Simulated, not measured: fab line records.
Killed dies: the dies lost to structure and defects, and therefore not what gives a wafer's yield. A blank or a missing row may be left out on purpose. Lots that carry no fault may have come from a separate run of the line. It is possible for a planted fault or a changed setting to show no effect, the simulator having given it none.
One fault seen from 2 desks    flow gf180mcu    every desk sees just its own numbers, and what lay behind them comes last

== METROLOGY DESK ==
Lot by lot, what the gauges showed, no matter which tool ran the lot: averages of those sampled wafers that carry a number. Any lot whose mean is over 4 standard deviations away from the usual mean is out of limits and marked OUT; that distance is given in the brackets.
Columns: A = MVPSD_RS at GF_VT_IMPLANT_RS_MEAS_49, usual 1169 ohm/sq; B = POLY_GATE_CVD_00_THK at GF_POLY_GATE_THK_MEAS_01, usual 199.8 nm; C = HV_LDD_TW at GF_HV_LDD_TW_MEAS_11, usual 2424; D = HV_LDD_RS at GF_HV_LDD_RS_MEAS_53, usual 418.8 ohm/sq
lot   first seen here  A     B      C               D
L825  day 7 19:58      1164  197.2  2409            419.4
L826  day 8 02:41      1168  199.7  2432            418.3
L828  day 8 18:28      1172  200.3  2427            418.8
L829  day 9 00:52      1170  198.5  2418            419.3
L830  day 9 09:45      1172  201.8  2420            419.0
L831  day 9 14:22      1168  196.0  2411            419.1
L834  day 10 06:13     1169  199.6  1940 (-35) OUT  559.1 (+99 or more) OUT
L835  day 10 16:16     1169  198.9  2414            418.6
L837  day 11 07:46     1171  200.1  1952 (-34) OUT  562.1 (+99 or more) OUT
L841  day 12 06:29     1164  196.9  2414            420.4
L844  day 13 07:46     1168  201.4  2416            418.8
L847  day 14 09:05     1170  198.4  2431            417.1
Finding of this desk: L834, L837 out of limits, first seen on L834 at day 13 04:19 (HV_LDD_TW at GF_HV_LDD_TW_MEAS_11). L825, L826, L828, L829, L830, L831, L835, L841, L844, L847 stayed within limits.

== THE TOOL OWNER'S DESK: implanter-03 ==
The tool's own readings at GF_HV_LDD_IMPLANT_09, given as means over the sampled wafers that have a number, one for each lot that went through this tool. Any lot whose mean is over 4 standard deviations away from the usual mean is out of limits and marked OUT; that distance is given in the brackets.
Columns: A = doseIonsCm2 at GF_HV_LDD_IMPLANT_09, usual 1.0002e+14; B = faradayCurrentUA at GF_HV_LDD_IMPLANT_09, usual 563
lot   first seen here  A                             B
L826  day 10 17:59     9.9967e+13                    561
L828  day 11 09:38     9.9947e+13                    571
L830  day 12 01:24     9.9917e+13                    561
L834  day 13 04:04     4.4743e+13 (-99 or more) OUT  257 (-28) OUT
L837  day 14 03:22     4.4753e+13 (-99 or more) OUT  246 (-29) OUT
This desk's finding: out of limits on L834, L837; first on L834, day 13 04:04 (doseIonsCm2 at GF_HV_LDD_IMPLANT_09). L826, L828, L830 stayed within limits.

== ALL TOGETHER ==
An alarm could have come from the tool owner's desk at day 13 04:04, on L834, L837.
On L834, L837, the metrology desk was in a position to raise an alarm at day 13 04:19.
GF_HV_LDD_IMPLANT_09 was run on implanter-03 by each of the lots named.

== WHAT WAS PUT IN BY THE SIMULATOR ==
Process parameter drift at GF_HV_LDD_IMPLANT_09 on implanter-03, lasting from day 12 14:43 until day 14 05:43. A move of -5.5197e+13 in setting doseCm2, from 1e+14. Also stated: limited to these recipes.
Lots struck among those shown: L834, L837.
Fault start to first reading out of limits, in hours, per desk: tool owner, 13; metrology, 14.
